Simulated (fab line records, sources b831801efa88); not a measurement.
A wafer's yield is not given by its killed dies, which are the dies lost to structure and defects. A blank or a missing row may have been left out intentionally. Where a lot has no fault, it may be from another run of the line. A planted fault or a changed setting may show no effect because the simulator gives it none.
A sampling plan put to the test || flow sky130 || 12 faults told of in these records, all on one fab line, each judged by the records of the lots it struck
What counts as the plan is the set of the line's own looks, namely the steps on the route at which a gauge or an inspection reads a wafer and does not change it. Where struck wafers have a number at a look and the file lists that look's usual mean and standard deviation on fault-free wafers, the look can be judged. Caught: 4 or more of those standard deviations (sigma) separate the usual mean from the mean of the struck wafers at a look after the fault's first step. On the tool: the fault's steps, tested the same way using the tool's own readings. If the struck wafers alone have a blank record, or they carry another recipe, that too counts as caught.

== THE FAULTS, as the simulator had put them in ==
1. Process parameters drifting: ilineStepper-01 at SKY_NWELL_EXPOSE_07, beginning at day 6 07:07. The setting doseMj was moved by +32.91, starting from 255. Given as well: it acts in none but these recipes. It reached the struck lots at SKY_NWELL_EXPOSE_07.
2. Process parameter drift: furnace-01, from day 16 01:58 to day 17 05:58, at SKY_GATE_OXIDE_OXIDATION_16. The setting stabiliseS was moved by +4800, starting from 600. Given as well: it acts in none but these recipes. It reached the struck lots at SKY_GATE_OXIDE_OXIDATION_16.
3. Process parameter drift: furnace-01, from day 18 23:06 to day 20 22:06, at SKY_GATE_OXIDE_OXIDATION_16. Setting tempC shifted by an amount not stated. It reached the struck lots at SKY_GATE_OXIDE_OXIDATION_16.
4. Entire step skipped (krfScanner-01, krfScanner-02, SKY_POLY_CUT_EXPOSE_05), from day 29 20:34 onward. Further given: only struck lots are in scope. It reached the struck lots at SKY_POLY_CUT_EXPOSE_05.
5. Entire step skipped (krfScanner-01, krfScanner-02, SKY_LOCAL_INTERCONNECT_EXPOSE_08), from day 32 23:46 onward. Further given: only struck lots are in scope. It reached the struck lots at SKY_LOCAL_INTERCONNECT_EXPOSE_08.
6. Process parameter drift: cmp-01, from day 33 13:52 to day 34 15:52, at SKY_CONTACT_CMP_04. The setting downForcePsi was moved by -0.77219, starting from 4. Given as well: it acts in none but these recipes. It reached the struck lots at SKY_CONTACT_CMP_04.
7. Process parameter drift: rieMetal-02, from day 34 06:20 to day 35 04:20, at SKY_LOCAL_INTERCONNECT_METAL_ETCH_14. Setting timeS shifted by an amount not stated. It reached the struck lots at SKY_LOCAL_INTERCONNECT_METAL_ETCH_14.
8. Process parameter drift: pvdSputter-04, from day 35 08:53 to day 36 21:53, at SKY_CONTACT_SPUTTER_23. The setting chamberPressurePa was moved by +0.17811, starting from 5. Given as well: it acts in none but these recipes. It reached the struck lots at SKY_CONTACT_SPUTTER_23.
9. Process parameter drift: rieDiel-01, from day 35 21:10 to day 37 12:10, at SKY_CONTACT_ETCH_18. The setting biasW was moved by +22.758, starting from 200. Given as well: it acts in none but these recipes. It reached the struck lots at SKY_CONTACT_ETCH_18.
10. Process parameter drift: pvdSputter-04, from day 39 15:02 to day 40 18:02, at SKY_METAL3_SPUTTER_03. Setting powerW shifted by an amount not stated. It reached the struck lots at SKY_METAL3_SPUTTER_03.
11. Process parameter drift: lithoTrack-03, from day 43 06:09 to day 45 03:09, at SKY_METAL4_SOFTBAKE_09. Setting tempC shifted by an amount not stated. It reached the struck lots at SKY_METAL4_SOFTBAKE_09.
12. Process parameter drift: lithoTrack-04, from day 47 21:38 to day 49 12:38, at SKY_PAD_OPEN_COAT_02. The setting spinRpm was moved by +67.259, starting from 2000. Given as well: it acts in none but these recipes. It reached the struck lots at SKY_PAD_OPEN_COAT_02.

== WHAT THE PLAN SAW ==
{"fault": 1, "on the tool itself": "exposureDoseMJCm2 +99 or beyond sigma", "first look that catches it": "none of the 2 looks that can be judged after it", "reading, sigma": "-", "median hours from its first step to that look": "-", "hours from the fault's start to the first struck lot there": "-", "judged looks passed uncaught": 2}
{"fault": 2, "on the tool itself": "no reading that can be judged", "first look that catches it": "none of the 2 looks that can be judged after it", "reading, sigma": "-", "median hours from its first step to that look": "-", "hours from the fault's start to the first struck lot there": "-", "judged looks passed uncaught": 2}
{"fault": 3, "on the tool itself": "tubeCenterTempC +99 or beyond sigma", "first look that catches it": "no look after it can be judged", "reading, sigma": "-", "median hours from its first step to that look": "-", "hours from the fault's start to the first struck lot there": "-", "judged looks passed uncaught": 0}
{"fault": 4, "on the tool itself": "no reading that can be judged", "first look that catches it": "no look after it can be judged", "reading, sigma": "-", "median hours from its first step to that look": "-", "hours from the fault's start to the first struck lot there": "-", "judged looks passed uncaught": 0}
{"fault": 5, "on the tool itself": "no reading that can be judged", "first look that catches it": "no look after it can be judged", "reading, sigma": "-", "median hours from its first step to that look": "-", "hours from the fault's start to the first struck lot there": "-", "judged looks passed uncaught": 0}
{"fault": 6, "on the tool itself": "headPressurePsi -96 sigma", "first look that catches it": "no look after it can be judged", "reading, sigma": "-", "median hours from its first step to that look": "-", "hours from the fault's start to the first struck lot there": "-", "judged looks passed uncaught": 0}
{"fault": 7, "on the tool itself": "oesProductAu +4.8 sigma", "first look that catches it": "no look after it can be judged", "reading, sigma": "-", "median hours from its first step to that look": "-", "hours from the fault's start to the first struck lot there": "-", "judged looks passed uncaught": 0}
{"fault": 8, "on the tool itself": "chamberPressurePa +16 sigma", "first look that catches it": "none of the 2 looks that can be judged after it", "reading, sigma": "-", "median hours from its first step to that look": "-", "hours from the fault's start to the first struck lot there": "-", "judged looks passed uncaught": 2}
{"fault": 9, "on the tool itself": "biasW +41 sigma", "first look that catches it": "none of the 2 looks that can be judged after it", "reading, sigma": "-", "median hours from its first step to that look": "-", "hours from the fault's start to the first struck lot there": "-", "judged looks passed uncaught": 2}
{"fault": 10, "on the tool itself": "cathodeDcPowerW +99 or beyond sigma", "first look that catches it": "not the one look that can be judged after it", "reading, sigma": "-", "median hours from its first step to that look": "-", "hours from the fault's start to the first struck lot there": "-", "judged looks passed uncaught": 1}
{"fault": 11, "on the tool itself": "plateTempC +9.8 sigma", "first look that catches it": "no look after it can be judged", "reading, sigma": "-", "median hours from its first step to that look": "-", "hours from the fault's start to the first struck lot there": "-", "judged looks passed uncaught": 0}
{"fault": 12, "on the tool itself": "spinSpeedRpm +41 sigma", "first look that catches it": "no look after it can be judged", "reading, sigma": "-", "median hours from its first step to that look": "-", "hours from the fault's start to the first struck lot there": "-", "judged looks passed uncaught": 0}
A dash: the fault isn't caught, or these records don't give the number.

Caught at a look: 0 of 12. Caught on the tool: 9 of 12. By one or the other: 9 of 12.
On the tool alone, faults 1, 3, 6, 7, 8, 9, 10, 11, 12 were caught.
Caught by neither: faults 2, 4, 5.
